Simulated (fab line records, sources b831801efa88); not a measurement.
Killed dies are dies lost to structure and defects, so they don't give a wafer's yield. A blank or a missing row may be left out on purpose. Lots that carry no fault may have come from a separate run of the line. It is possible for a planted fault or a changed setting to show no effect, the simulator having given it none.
Chamber matching :: flow gf180mcu :: GF_CONTACT_CMP_27 on cmp-01: 4 sister chambers
The step polishes, stops on SiO2, t overpolish 15 s, target thk 0 nm. 14 wafers are shown with their chamber, then 7 later ones without.

WAFERS PAIRED WITH THEIR CHAMBERS
wafer: L133.2
chamber: 2
motor current A (A): 10.7
time to endpoint s (s): 76
edge zone pressure frac: 1.000

wafer: L133.4
chamber: 3
motor current A (A): 12.4
time to endpoint s (s): 77
edge zone pressure frac: 0.995

wafer: L133.5
chamber: 0
motor current A (A): 12.5
time to endpoint s (s): 74
edge zone pressure frac: 1.001

wafer: L139.1
chamber: 2
motor current A (A): 10.6
time to endpoint s (s): 71
edge zone pressure frac: 1.002

wafer: L139.4
chamber: 3
motor current A (A): 13.2
time to endpoint s (s): 75
edge zone pressure frac: 0.995

wafer: L139.5
chamber: 3
motor current A (A): 12.7
time to endpoint s (s): 75
edge zone pressure frac: 1.000

wafer: L140.3
chamber: 2
motor current A (A): 10.6
time to endpoint s (s): 66
edge zone pressure frac: 0.998

wafer: L140.4
chamber: 1
motor current A (A): 10.5
time to endpoint s (s): 67
edge zone pressure frac: 1.004

wafer: L140.6
chamber: 2
motor current A (A): 10.2
time to endpoint s (s): 66
edge zone pressure frac: 1.000

wafer: L142.1
chamber: 2
motor current A (A): 10.7
time to endpoint s (s): 68
edge zone pressure frac: 1.008

wafer: L142.3
chamber: 0
motor current A (A): 12.8
time to endpoint s (s): 69
edge zone pressure frac: 0.995

wafer: L142.5
chamber: 0
motor current A (A): 12.2
time to endpoint s (s): 67
edge zone pressure frac: 1.000

wafer: L144.1
chamber: 0
motor current A (A): 12.6
time to endpoint s (s): 68
edge zone pressure frac: 1.001

wafer: L144.3
chamber: 2
motor current A (A): 10.7
time to endpoint s (s): 68
edge zone pressure frac: 0.995

SIGNATURES (averages over the wafers above)
reading: motor current A
chamber 0: 12.525
chamber 1: 10.500
chamber 2: 10.583
chamber 3: 12.767
scatter within a chamber: 0.265

reading: time to endpoint s
chamber 0: 69.50
chamber 1: 67.00
chamber 2: 69.17
chamber 3: 75.67
scatter within a chamber: 3.23

reading: edge zone pressure frac
chamber 0: 0.99925
chamber 1: 1.00400
chamber 2: 1.00050
chamber 3: 0.99667
scatter within a chamber: 0.0037
Rule: for each reading, subtract the chamber's mean from the wafer's reading, divide by that reading's scatter and square the result; add these up over the readings and take the root, which gives the wafer's distance from the chamber. If the next closest chamber is less than 2 further off than the closest, the wafer can't be placed; otherwise it belongs to the closest. The scatter is the square root of a quotient: the sum, over the shown wafers, of each reading's squared deviation from its chamber's mean, divided by wafers minus chambers.

WAFERS MISSING THEIR CHAMBER
wafer: L144.5
motor current A (A): 10.8
time to endpoint s (s): 70
edge zone pressure frac: 0.995

wafer: L147.2
motor current A (A): 12.4
time to endpoint s (s): 71
edge zone pressure frac: 0.997

wafer: L147.3
motor current A (A): 10.2
time to endpoint s (s): 71
edge zone pressure frac: 1.004

wafer: L147.5
motor current A (A): 10.7
time to endpoint s (s): 69
edge zone pressure frac: 1.009

wafer: L150.2
motor current A (A): 12.4
time to endpoint s (s): 76
edge zone pressure frac: 1.010

wafer: L150.3
motor current A (A): 9.9
time to endpoint s (s): 75
edge zone pressure frac: 0.994

wafer: L150.6
motor current A (A): 10.1
time to endpoint s (s): 74
edge zone pressure frac: 0.996

CHAMBER TAKEN BY EACH
wafer: L144.5
from the rows above: can't be placed: 2 or 1
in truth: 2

wafer: L147.2
from the rows above: can't be placed: 0 or 3
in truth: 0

wafer: L147.3
from the rows above: can't be placed: 1 or 2
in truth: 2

wafer: L147.5
from the rows above: can't be placed: 1 or 2
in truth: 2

wafer: L150.2
from the rows above: can't be placed: 0 or 3
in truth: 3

wafer: L150.3
from the rows above: can't be placed: 2 or 1
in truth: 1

wafer: L150.6
from the rows above: can't be placed: 2 or 1
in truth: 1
Placed correctly: 0 of 7. From these rows, 7 cannot be placed; in 7 the true chamber is one of the candidates. 0 placed wrongly.
